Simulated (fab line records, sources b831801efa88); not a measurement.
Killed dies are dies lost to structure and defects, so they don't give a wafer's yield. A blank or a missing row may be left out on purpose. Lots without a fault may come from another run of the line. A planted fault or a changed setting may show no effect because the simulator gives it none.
Chamber matching | flow sky130 | SKY_VIA3_ETCH_15 on rie_diel-01: 4 sister chambers
The step etches SiO2 in C4F8/O2/Ar, stops on TiN, target depth 507 nm, time 78 s. 4 wafers are shown with their chamber, then 7 later ones without.

WAFERS WITH THEIR CHAMBER
wafer  | chamber | oes_product_au (a.u.)
L937.3 | 1       | 0.938
L937.6 | 0       | 0.945
L948.1 | 2       | 0.942
L948.2 | 3       | 0.943

WAFERS WITHOUT THEIR CHAMBER
wafer  | oes_product_au (a.u.)
L948.5 | 0.936
L951.2 | 0.946
L951.4 | 0.939
L951.6 | 0.954
L955.1 | 0.949
L955.5 | 0.946
L955.6 | 0.948

WHICH CHAMBER EACH WENT THROUGH
wafer  | from the rows above               | in truth
L948.5 | can't be placed: 1 or 2 or 3 or 0 | 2
L951.2 | can't be placed: 0 or 3 or 2 or 1 | 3
L951.4 | can't be placed: 1 or 2 or 3 or 0 | 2
L951.6 | can't be placed: 0 or 3 or 2 or 1 | 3
L955.1 | can't be placed: 0 or 3 or 2 or 1 | 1
L955.5 | can't be placed: 0 or 3 or 2 or 1 | 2
L955.6 | can't be placed: 0 or 3 or 2 or 1 | 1
Placed correctly: 0 of 7. Can't be placed from these rows: 7 (the true chamber is among the candidates in 7). Placed wrongly: 0.
How it was worked out, from the rows above alone: a wafer's distance from a chamber is the root of the sum, over the readings, of the square of ((its reading less the chamber's mean) divided by the reading's scatter). The wafer belongs to the nearest chamber; if the next one is less than 2 further off, it can't be placed. A chamber's mean is the mean of its shown wafers. The scatter: with one shown wafer a chamber, the root of the mean of the squares of how far each hidden wafer lies from its nearest shown one.
